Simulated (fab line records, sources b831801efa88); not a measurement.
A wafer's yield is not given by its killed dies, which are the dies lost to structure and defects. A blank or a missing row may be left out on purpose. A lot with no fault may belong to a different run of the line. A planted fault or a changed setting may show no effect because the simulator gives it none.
fab line records ; flow sky130
record: lots: 13; wafers: 39; lastDay: 50
route steps=708 shown SONOS_ONO@185 POLY_GATE@218 PAD_OPEN@708
lots that met no fault: taken from a fault-free run of the same line
startH: the number of hours between the record's first day and the start of the first shown wafer of the lot ; waitH: how many hours have passed since the lot's step before this one ; " unchanged from the row above ; L1.1+2: several wafers, shown together as one row ; - no value, or no start given ; * or withheld: withheld ; < > ~ a bound
route shown NAME@n: NAME is a module with steps in the file, n the number in the route of the first one ; usual: mean/standard deviation taken from wafers without a fault ; same: alike in all rows ; chamber/n: place in a boat ; sites: readings site by site ; _std_site: standard deviation across them ; _edge_site: the outer-site mean with the inner-site mean subtracted ; radiusMm: how far each site lies from the wafer's centre ; mask NAME#n: copy n ; behind: the last tool/chamber to shape the wafer ; hold: cause of the lot's hold/its duration in hours/its outcome ; device: names the non-switching transistor (n, p or np) ; end of line: the same wafers' tests at the end of the route ; a step given without rows: its recipe and nothing more ; killed: dies lost to structure and defects at the first sort, not the wafer's yield ; map: a wafer's dies, x killed, . not, _ none there
set.NAME: the run value of the setting; set.NAME@STEP: its run value at that earlier step ; model.NAME: the simulator's own value behind a step, which no gauge read
the route's steps for a sample of lots (tables are steps, rows are wafers)
services: a tool's chamber out of use, with start hour (startH, from the record's first day; less than 0 if before it), hours out, and reason
== steps ==
step: SKY_SONOS_ONO_STRIP_17
recipe: chemistry: O2/N2; powerW: 1400; pressureMtorr: 1500; platenTempC: withheld; o2FlowSccm: 3000; n2FlowSccm: 300; overashFraction: 0.5
usual: drypumpMotorCurrentA: 5.6/0.34; oesProductAu: 0.709/0.0045; stripTimeToEndpointS: 14.11/0.044
lot.wafer;tool;chamber;startH;waitH;drypumpMotorCurrentA;oesProductAu;rfHoursCounterH;stripTimeToEndpointS
L210.3;plasmaAsher-04;0;283.79;0.0;5.3;0.718;-;14.13
L210.4;plasmaAsher-04;1;283.79;0.0;5.6;0.720;-;14.08
L210.5;plasmaAsher-04;0;283.79;0.0;5.3;0.708;-;14.10
L211.3;plasmaAsher-02;0;287.49;0.0;6.0;0.709;-;14.08
L211.4;plasmaAsher-02;1;287.49;0.0;6.1;0.711;-;14.11
L211.6;plasmaAsher-02;0;287.49;0.0;6.0;0.711;-;14.12
L212.1;plasmaAsher-04;1;295.57;0.0;5.6;0.711;61;14.11
L212.3;plasmaAsher-04;1;295.57;0.0;5.6;0.707;-;14.18
L212.6;plasmaAsher-04;1;295.57;0.0;5.6;0.705;-;14.12
L213.1;plasmaAsher-02;0;313.14;0.0;6.0;0.720;53;14.14
L213.3;plasmaAsher-02;1;313.14;0.0;6.1;0.711;-;14.11
L213.5;plasmaAsher-02;0;313.14;0.0;6.0;0.719;-;14.13
L214.1;plasmaAsher-01;0;330.11;0.0;5.5;0.705;18;14.08
L214.5;plasmaAsher-01;1;330.11;0.0;5.2;0.705;-;14.01
L214.6;plasmaAsher-01;0;330.11;0.0;5.5;0.699;-;14.06
L219.1;plasmaAsher-04;0;365.17;0.0;5.3;0.706;68;14.18
L219.3;plasmaAsher-04;1;365.17;0.0;5.6;0.708;-;14.18
L219.6;plasmaAsher-04;0;365.17;0.0;5.3;0.716;-;14.21
L220.2;plasmaAsher-02;0;365.80;0.0;6.0;0.712;59;14.13
L220.4;plasmaAsher-02;0;365.80;0.0;6.0;0.714;-;14.22
L220.5;plasmaAsher-02;0;365.80;0.0;6.0;0.711;-;14.17
L221.4;plasmaAsher-02;0;369.06;0.0;5.9;0.715;-;14.08
L221.5;plasmaAsher-02;1;369.06;0.0;6.1;0.714;-;14.11
L221.6;plasmaAsher-02;0;369.06;0.0;6.0;0.717;-;14.11
L222.3;plasmaAsher-01;0;383.40;0.0;5.5;0.710;-;14.02
L222.4;plasmaAsher-01;1;383.40;0.0;5.2;0.705;-;14.04
L222.6;plasmaAsher-01;0;383.40;0.0;5.5;0.710;-;14.02
L223.1;plasmaAsher-02;0;387.08;0.0;6.0;0.709;61;14.11
L223.4;plasmaAsher-02;1;387.08;0.0;6.1;0.712;-;14.11
L223.6;plasmaAsher-02;1;387.08;0.0;6.1;0.707;-;14.09
L230.2;plasmaAsher-02;0;452.30;0.0;6.0;0.707;68;14.10
L230.4;plasmaAsher-02;1;452.30;0.0;6.1;0.704;-;14.15
L230.5;plasmaAsher-02;1;452.30;0.0;6.1;0.706;-;14.10
L231.1;plasmaAsher-02;1;462.31;0.0;6.2;0.713;69;14.15
L231.3;plasmaAsher-02;0;462.31;0.0;6.0;0.714;-;14.11
L231.6;plasmaAsher-02;1;462.31;0.0;6.1;0.713;-;14.09
L233.4;plasmaAsher-01;1;476.41;0.0;5.2;0.706;-;14.05
L233.5;plasmaAsher-01;1;476.41;0.0;5.2;0.710;-;14.14
L233.6;plasmaAsher-01;0;476.41;0.0;5.5;0.709;-;14.15
step: SKY_POLY_GATE_THK_MEAS_04
recipe: reads: Si3N4_of_POLY_GATE_CVD_03
usual: POLY_GATE_CVD_03_THK: 75.3/0.72
lot.wafer;tool;chamber;startH;waitH;POLY_GATE_CVD_03_THK[nm]
L210.3;filmMetro-03;-;346.31;0.0;75.4
L210.4;filmMetro-03;-;346.31;0.0;74.4
L210.5;filmMetro-03;-;346.31;0.0;74.5
L211.3;filmMetro-02;-;348.14;0.0;75.7
L211.4;filmMetro-02;-;348.14;0.0;76.1
L211.6;filmMetro-02;-;348.14;0.0;76.1
L212.1;filmMetro-02;-;356.70;0.0;75.2
L212.3;filmMetro-02;-;356.70;0.0;75.2
L212.6;filmMetro-02;-;356.70;0.0;74.7
L213.1;filmMetro-02;-;378.21;0.0;75.9
L213.3;filmMetro-02;-;378.21;0.0;76.6
L213.5;filmMetro-02;-;378.21;0.0;76.0
L214.1;filmMetro-02;-;392.51;0.0;74.3
L214.5;filmMetro-02;-;392.51;0.0;74.9
L214.6;filmMetro-02;-;392.51;0.0;74.3
L219.1;filmMetro-02;-;435.96;0.0;73.8
L219.3;filmMetro-02;-;435.96;0.0;74.1
L219.6;filmMetro-02;-;435.96;0.0;74.2
L220.2;filmMetro-03;-;435.97;0.0;75.4
L220.4;filmMetro-03;-;435.97;0.0;75.3
L220.5;filmMetro-03;-;435.97;0.0;75.3
L221.4;filmMetro-03;-;442.52;0.0;75.6
L221.5;filmMetro-03;-;442.52;0.0;75.4
L221.6;filmMetro-03;-;442.52;0.0;74.9
L222.3;filmMetro-03;-;449.87;0.0;75.0
L222.4;filmMetro-03;-;449.87;0.0;75.1
L222.6;filmMetro-03;-;449.87;0.0;75.8
L223.1;filmMetro-02;-;454.55;0.0;76.0
L223.4;filmMetro-02;-;454.55;0.0;75.8
L223.6;filmMetro-02;-;454.55;0.0;75.8
L230.2;filmMetro-03;-;522.27;0.0;76.1
L230.4;filmMetro-03;-;522.27;0.0;76.3
L230.5;filmMetro-03;-;522.27;0.0;76.0
L231.1;filmMetro-04;-;531.95;0.0;75.8
L231.3;filmMetro-04;-;531.95;0.0;75.6
L231.6;filmMetro-04;-;531.95;0.0;75.8
L233.4;filmMetro-04;-;547.45;0.0;75.7
L233.5;filmMetro-04;-;547.45;0.0;75.4
L233.6;filmMetro-04;-;547.45;0.0;76.5
step: SKY_POLY_GATE_CD_MEAS_13
recipe: targetCdNm: 150
usual: cdNm: 149.7/1.3
lot.wafer;tool;chamber;startH;waitH;cdNm
L210.3;cdSem-01;-;373.93;-;151.8
L210.4;cdSem-01;-;373.93;-;150.7
L210.5;cdSem-01;-;373.93;-;150.6
L211.3;cdSem-01;-;376.35;-;149.0
L211.4;cdSem-01;-;376.35;-;149.8
L211.6;cdSem-01;-;376.35;-;150.7
L212.1;cdSem-01;-;384.71;-;146.4
L212.3;cdSem-01;-;384.71;-;146.8
L212.6;cdSem-01;-;384.71;-;145.2
L213.1;cdSem-02;-;406.21;-;152.3
L213.3;cdSem-02;-;406.21;-;150.7
L213.5;cdSem-02;-;406.21;-;150.9
L214.1;cdSem-02;-;421.44;-;152.7
L214.5;cdSem-02;-;421.44;-;152.7
L214.6;cdSem-02;-;421.44;-;151.9
L219.1;cdSem-02;-;466.65;-;149.7
L219.3;cdSem-02;-;466.65;-;149.2
L219.6;cdSem-02;-;466.65;-;150.3
L220.2;cdSem-02;-;466.79;-;151.6
L220.4;cdSem-02;-;466.79;-;150.4
L220.5;cdSem-02;-;466.79;-;150.2
L221.4;cdSem-02;-;473.66;-;149.5
L221.5;cdSem-02;-;473.66;-;149.6
L221.6;cdSem-02;-;473.66;-;148.0
L222.3;cdSem-01;-;481.15;-;148.4
L222.4;cdSem-01;-;481.15;-;150.2
L222.6;cdSem-01;-;481.15;-;150.2
L223.1;cdSem-01;-;485.25;-;149.7
L223.4;cdSem-01;-;485.25;-;149.2
L223.6;cdSem-01;-;485.25;-;149.8
L230.2;cdSem-02;-;552.93;-;148.9
L230.4;cdSem-02;-;552.93;-;149.8
L230.5;cdSem-02;-;552.93;-;148.5
L231.1;cdSem-02;-;562.25;-;150.1
L231.3;cdSem-02;-;562.25;-;149.2
L231.6;cdSem-02;-;562.25;-;149.3
L233.4;cdSem-02;-;577.00;-;149.9
L233.5;cdSem-02;-;577.00;-;149.7
L233.6;cdSem-02;-;577.00;-;149.3
step: SKY_POLY_GATE_ETCH_17
recipe: targetDepthNm: 180; stopOn: SiO2; overEtchFrac: 0.56667; chemistry: HBr/Cl2; target: poly-Si; icpW: 400; biasW: 100; pressureMtorr: 10; HBr_flow_sccm: 150; Cl2_flow_sccm: 50; timeS: 70.5
usual: biasW: 99.95/0.3; drypumpMotorCurrentA: 5.5/0.35; oesProductAu: 0.988/0.0079; throttleValvePct: 33.683/0.01
lot.wafer;tool;chamber;startH;waitH;biasW;drypumpMotorCurrentA;oesProductAu;rfHoursCounterH;throttleValvePct
L210.3;rieSi-02;3;374.23;0.0;100.19;5.3;0.985;4;33.662
L210.4;rieSi-02;1;374.23;0.0;99.79;5.6;0.993;-;33.704
L210.5;rieSi-02;3;374.23;0.0;100.21;5.3;0.978;-;33.685
L211.3;rieSi-01;3;376.65;0.0;100.01;5.0;0.973;4;33.694
L211.4;rieSi-01;0;376.65;0.0;99.91;5.8;0.990;4;33.685
L211.6;rieSi-01;0;376.65;0.0;99.45;5.8;0.987;-;33.689
L212.1;rieSi-02;3;385.04;0.0;99.45;5.2;0.988;4;33.677
L212.3;rieSi-02;1;385.04;0.0;99.75;5.6;0.996;2;33.684
L212.6;rieSi-02;1;385.04;0.0;99.84;5.6;0.995;-;33.703
L213.1;rieSi-01;0;406.54;0.0;99.74;5.8;0.980;5;33.657
L213.3;rieSi-01;3;406.54;0.0;100.16;5.0;0.980;4;33.673
L213.5;rieSi-01;2;406.54;0.0;100.48;5.8;0.982;-;33.675
L214.1;rieSi-01;2;421.78;0.0;100.10;5.8;0.985;1;33.703
L214.5;rieSi-01;2;421.78;0.0;100.10;5.8;0.988;-;33.695
L214.6;rieSi-01;0;421.78;0.0;99.70;5.8;0.978;-;33.668
L219.1;rieSi-02;2;467.01;0.0;100.49;5.3;0.999;1;33.662
L219.3;rieSi-02;0;467.01;0.0;99.85;5.4;0.995;40;33.684
L219.6;rieSi-02;1;467.01;0.0;99.91;5.6;0.983;-;33.680
L220.2;rieSi-01;2;467.11;0.0;103.21;5.8;0.993;2;33.690
L220.4;rieSi-01;2;467.11;0.0;102.86;5.8;0.990;-;33.683
L220.5;rieSi-01;3;467.11;0.0;103.02;5.0;0.988;-;33.694
L221.4;rieSi-01;0;473.96;0.1;103.04;5.8;0.996;-;33.686
L221.5;rieSi-01;3;473.96;0.1;103.05;5.0;0.979;-;33.677
L221.6;rieSi-01;2;473.96;0.1;102.97;5.7;0.988;-;33.695
L222.3;rieSi-02;1;481.44;0.0;100.08;5.6;1.003;3;33.705
L222.4;rieSi-02;3;481.44;0.0;100.11;5.3;1.001;5;33.686
L222.6;rieSi-02;0;481.44;0.0;99.74;5.4;1.002;-;33.692
L223.1;rieSi-01;3;485.59;0.0;103.37;5.0;0.975;5;33.688
L223.4;rieSi-01;0;485.59;0.0;102.90;5.9;0.992;5;33.692
L223.6;rieSi-01;2;485.59;0.0;102.91;5.7;0.987;-;33.680
L230.2;rieSi-02;0;553.24;0.0;100.24;5.4;1.006;40;33.682
L230.4;rieSi-02;3;553.24;0.0;99.61;5.3;0.998;5;33.699
L230.5;rieSi-02;2;553.24;0.0;100.21;5.3;0.986;-;33.687
L231.1;rieSi-01;2;562.58;0.0;100.64;5.7;0.996;2;33.670
L231.3;rieSi-01;0;562.58;0.0;99.59;5.8;0.985;5;33.683
L231.6;rieSi-01;2;562.58;0.0;100.46;5.7;1.003;-;33.686
L233.4;rieSi-01;0;577.28;0.0;100.13;5.9;0.984;5;33.706
L233.5;rieSi-01;3;577.28;0.0;100.13;5.0;0.971;-;33.696
L233.6;rieSi-01;0;577.28;0.0;100.15;5.9;0.988;-;33.702
step: SKY_PAD_OPEN_PROBE_99
usual: killed_at_M0_to_M3: 44/7.5; killed_at_M4_up: 3.3/1.8; killedAtContacts: 25/5.9; killedAtFrontEnd: 16/4.7; killedAtOther: 0.3/0.52; killedDies: 89/9.9; killedOpen: 49/7.8; killedShort: 40/5.8
same: grossDies: 492; killedAtBackSide: 0
lot.wafer;tool;chamber;startH;waitH;killed_at_M0_to_M3;killed_at_M4_up;killedAtContacts;killedAtFrontEnd;killedAtOther;killedDies;killedOpen;killedShort
L210.3;prober-01;-;1077.26;0.2;39;3;21;16;0;79;44;35
L210.4;prober-01;-;1077.31;0.2;44;1;20;17;1;83;50;31
L210.5;prober-01;-;1077.36;0.2;40;2;28;12;0;82;45;37
L212.1;prober-01;-;1083.38;0.1;27;3;17;21;0;68;36;32
L212.3;prober-01;-;1083.48;0.2;46;2;27;20;0;95;52;43
L212.6;prober-01;-;1083.63;0.2;49;4;29;20;0;102;56;45
L214.1;prober-01;-;1112.92;0.1;42;4;25;24;0;95;61;34
L214.5;prober-01;-;1113.12;0.2;42;1;26;18;0;87;46;40
L214.6;prober-01;-;1113.17;0.2;52;1;26;16;0;95;50;43
L221.4;prober-02;-;1155.81;0.2;40;3;20;9;0;72;32;40
L221.5;prober-02;-;1155.86;0.2;48;4;23;17;0;92;53;39
L221.6;prober-02;-;1155.91;0.2;35;6;28;19;1;89;53;36
L222.3;prober-01;-;1157.48;0.2;36;0;34;8;0;78;43;35
L222.4;prober-01;-;1157.53;0.2;51;2;26;12;0;91;49;42
L222.6;prober-01;-;1157.63;0.2;34;0;23;14;0;71;44;26
L223.1;prober-02;-;1157.95;0.1;54;3;27;9;0;93;48;45
L223.4;prober-02;-;1158.10;0.2;45;4;29;16;0;94;55;38
L223.6;prober-02;-;1158.20;0.2;29;5;33;14;0;81;40;40
killed by level:class
L210.3 VIA1:geometricParticle:open=10 VIA3:geometricParticle:open=9 CONTACT:geometricParticle:open=7 VIA2:geometricParticle:open=7 FIELD_ISO:geometricParticle:short=5 LI_CONTACT:geometricParticle:short=5 METAL1:geometricParticle:short=4 LI_CONTACT:geometricParticle:open=3
L210.4 CONTACT:geometricParticle:open=11 VIA1:geometricParticle:open=9 VIA2:geometricParticle:short=6 VIA2:geometricParticle:open=6 VIA3:geometricParticle:open=5 FIELD_ISO:geometricParticle:short=4 FIELD_ISO:geometricParticle:open=4 POLY_GATE:geometricParticle:open=4
L210.5 CONTACT:geometricParticle:open=9 VIA1:geometricParticle:open=9 VIA2:geometricParticle:open=8 CONTACT:geometricParticle:short=7 VIA1:geometricParticle:short=6 VIA3:geometricParticle:open=5 LI_CONTACT:geometricParticle:open=4 FIELD_ISO:geometricParticle:open=3
L212.1 FIELD_ISO:geometricParticle:short=8 POLY_GATE:geometricParticle:open=6 LI_CONTACT:geometricParticle:open=6 VIA1:geometricParticle:open=6 LOCAL_INTERCONNECT:geometricParticle:short=5 VIA2:geometricParticle:short=5 FIELD_ISO:geometricParticle:open=4 VIA3:geometricParticle:open=4
L212.3 VIA2:geometricParticle:open=10 CONTACT:geometricParticle:open=9 VIA1:geometricParticle:open=9 LI_CONTACT:geometricParticle:open=7 LI_CONTACT:geometricParticle:short=7 VIA1:geometricParticle:short=6 POLY_GATE:geometricParticle:short=5 VIA3:geometricParticle:open=5
L212.6 CONTACT:geometricParticle:open=10 VIA2:geometricParticle:open=9 VIA3:geometricParticle:open=8 FIELD_ISO:geometricParticle:open=7 LI_CONTACT:geometricParticle:open=7 METAL2:geometricParticle:short=7 VIA1:geometricParticle:open=7 METAL3:geometricParticle:short=6
L214.1 VIA1:geometricParticle:open=15 FIELD_ISO:geometricParticle:open=11 LI_CONTACT:geometricParticle:open=9 VIA2:geometricParticle:open=9 LI_CONTACT:geometricParticle:short=5 VIA1:geometricParticle:short=5 POLY_GATE:geometricParticle:short=4 CONTACT:geometricParticle:short=4
L214.5 CONTACT:geometricParticle:open=8 LI_CONTACT:geometricParticle:open=7 POLY_GATE:geometricParticle:short=6 METAL2:geometricParticle:short=6 VIA1:geometricParticle:open=6 VIA2:geometricParticle:open=6 FIELD_ISO:geometricParticle:open=5 VIA1:geometricParticle:short=5
L214.6 VIA2:geometricParticle:open=9 METAL2:geometricParticle:short=8 LOCAL_INTERCONNECT:geometricParticle:short=7 CONTACT:geometricParticle:open=7 VIA1:geometricParticle:open=7 VIA2:geometricParticle:short=7 VIA3:geometricParticle:open=7 FIELD_ISO:geometricParticle:open=6
L221.4 VIA1:geometricParticle:open=9 CONTACT:geometricParticle:open=7 VIA2:geometricParticle:open=6 METAL1:geometricParticle:short=5 VIA1:geometricParticle:short=4 POLY_GATE:geometricParticle:short=4 LI_CONTACT:geometricParticle:short=4 LOCAL_INTERCONNECT:geometricParticle:short=4
L221.5 VIA3:geometricParticle:open=13 LI_CONTACT:geometricParticle:open=10 METAL1:geometricParticle:short=6 CONTACT:geometricParticle:open=6 VIA1:geometricParticle:open=6 VIA1:geometricParticle:short=6 FIELD_ISO:geometricParticle:short=5 POLY_GATE:geometricParticle:open=5
L221.6 CONTACT:geometricParticle:open=11 VIA1:geometricParticle:open=11 LI_CONTACT:geometricParticle:open=8 FIELD_ISO:geometricParticle:open=5 CONTACT:geometricParticle:short=5 FIELD_ISO:geometricParticle:short=4 POLY_GATE:geometricParticle:short=4 METAL1:geometricParticle:short=4
L222.3 CONTACT:geometricParticle:open=15 VIA1:geometricParticle:open=11 LI_CONTACT:geometricParticle:open=5 CONTACT:geometricParticle:short=5 METAL3:geometricParticle:short=5 LOCAL_INTERCONNECT:geometricParticle:short=4 METAL1:geometricParticle:short=4 FIELD_ISO:geometricParticle:short=3
L222.4 VIA1:geometricParticle:open=10 LI_CONTACT:geometricParticle:open=9 VIA3:geometricParticle:open=7 CONTACT:geometricParticle:open=6 VIA2:geometricParticle:open=6 VIA3:geometricParticle:short=6 LOCAL_INTERCONNECT:geometricParticle:short=5 METAL1:geometricParticle:short=5
L222.6 VIA1:geometricParticle:open=9 CONTACT:geometricParticle:open=8 METAL2:geometricParticle:short=7 LI_CONTACT:geometricParticle:open=5 VIA3:geometricParticle:open=5 POLY_GATE:geometricParticle:open=4 VIA2:geometricParticle:open=4 FIELD_ISO:geometricParticle:open=3
L223.1 CONTACT:geometricParticle:open=11 VIA2:geometricParticle:short=9 VIA3:geometricParticle:open=9 VIA1:geometricParticle:short=7 VIA2:geometricParticle:open=7 FIELD_ISO:geometricParticle:short=6 LI_CONTACT:geometricParticle:open=6 METAL1:geometricParticle:short=6
L223.4 VIA1:geometricParticle:open=14 CONTACT:geometricParticle:open=10 CONTACT:geometricParticle:short=7 VIA2:geometricParticle:open=7 LI_CONTACT:geometricParticle:open=6 VIA3:geometricParticle:open=6 FIELD_ISO:geometricParticle:short=4 VIA1:geometricParticle:short=4
L223.6 CONTACT:geometricParticle:open=10 LI_CONTACT:geometricParticle:open=8 POLY_GATE:geometricParticle:short=7 LOCAL_INTERCONNECT:geometricParticle:short=6 CONTACT:geometricParticle:short=6 VIA2:geometricParticle:open=5 POLY_GATE:geometricParticle:open=5 METAL1:geometricParticle:short=5
== services ==
tool;chamber;startH;hours;kind
rieSi-01;0;259.87;2.7;repair
rieSi-01;2;262.58;-;clean
rieSi-01;2;262.58;19.9;scheduledDown
rieSi-01;2;262.58;19.9;ventCycle
plasmaAsher-04;-;271.91;1.8;repair
plasmaAsher-01;-;302.82;9.1;repair
rieSi-01;-;313.33;2.8;pm
plasmaAsher-04;-;320.34;2.8;pm
rieSi-02;-;325.32;0.3;repair
plasmaAsher-01;-;344.79;1.6;repair
rieSi-02;2;368.26;-;clean
rieSi-02;2;368.26;23.2;scheduledDown
rieSi-02;2;368.26;23.2;ventCycle
rieSi-02;-;373.05;0.5;repair
plasmaAsher-04;-;390.24;4.9;repair
rieSi-01;1;391.41;27.9;repair
rieSi-01;1;419.35;-;clean
rieSi-01;1;419.35;24.8;scheduledDown
rieSi-01;1;419.35;24.8;ventCycle
plasmaAsher-04;-;421.25;9.0;pm
plasmaAsher-04;-;423.26;0.4;repair
rieSi-01;1;461.50;18.6;repair
plasmaAsher-01;-;535.73;6.1;repair
plasmaAsher-01;-;559.72;3.9;repair
== key ==
firstSign: step: SKY_POLY_GATE_ETCH_17; reading: biasW; direction: up; sigmas: 10; usual: 99.95; struck: 103.04
effect none on later readings
metAt SKY_POLY_GATE_ETCH_17
struckLots L220,L221,L223
testerLeftOut L220,L221,L223
notActingAt SKY_SONOS_ONO_STRIP_17,SKY_POLY_GATE_THK_MEAS_04,SKY_POLY_GATE_CD_MEAS_13
onsetBetween 421.78 467.11
fault: kind: processParameterDrift; tool: rieSi-01; chamber: -; onsetH: 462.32; steps: SKY_POLY_GATE_ETCH_17; channel: biasW; offset: 3.2414; shape: step; endH: 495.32; actsIn: theseRecipesOnly; stated: 100
testerLeftOut: of these lots the tester's yield and bins aren't shown, on N5 and GAA mostly nor the transistor test; their killed dies are dies lost to structure and defects alone, not to doping, threshold or leakage, so they don't give the yield
